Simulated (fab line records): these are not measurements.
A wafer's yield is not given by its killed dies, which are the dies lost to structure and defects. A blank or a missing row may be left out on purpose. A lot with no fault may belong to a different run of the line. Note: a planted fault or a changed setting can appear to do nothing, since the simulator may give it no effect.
Chamber matching -- flow sky130 -- SKY_VIA3_CMP_24 on cmp-02 has 4 sister chambers
The step polishes, stops on SiO2, t overpolish 20 s, target thk 0 nm. 8 wafers are shown with their chamber, then 8 later ones without.

== WAFERS, EACH WITH ITS CHAMBER ==
wafer,chamber,motor_current_A (A),time_to_endpoint_s (s)
L083.1,2,9.2,96
L091.2,0,12.1,102
L091.4,1,10.5,94
L091.5,2,8.8,101
L092.4,1,9.8,93
L092.5,0,12.5,97
L092.6,3,10.3,90
L094.3,3,10.5,95

== WAFERS MISSING THEIR CHAMBER ==
wafer,motor_current_A (A),time_to_endpoint_s (s)
L094.4,12.3,100
L094.5,11.3,95
L096.1,9.8,91
L096.3,10.6,93
L096.6,10.0,93
L095.1,8.8,98
L095.3,10.3,94
L095.6,8.5,101

== THE CHAMBER EACH PASSED THROUGH ==
wafer,from the rows above,in truth
L094.4,0,0
L094.5,can't be placed: 3 or 0 or 1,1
L096.1,can't be placed: 1 or 3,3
L096.3,can't be placed: 3 or 1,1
L096.6,can't be placed: 1 or 3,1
L095.1,2,2
L095.3,can't be placed: 1 or 3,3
L095.6,2,2
3 of 8 placed correctly. These rows do not allow placing 5 (true chamber among the candidates in 5). 0 placed wrongly.
How it was worked out, from the rows above alone: a wafer's distance from a chamber is the root of the sum, over the readings, of the square of ((its reading less the chamber's mean) divided by the reading's scatter). If the next closest chamber is less than 2 further off than the closest, the wafer can't be placed; otherwise it belongs to the closest. The mean given for a chamber averages the wafers shown for that chamber. The scatter is the square root of a quotient: the sum, over the shown wafers, of each reading's squared deviation from its chamber's mean, divided by wafers minus chambers.
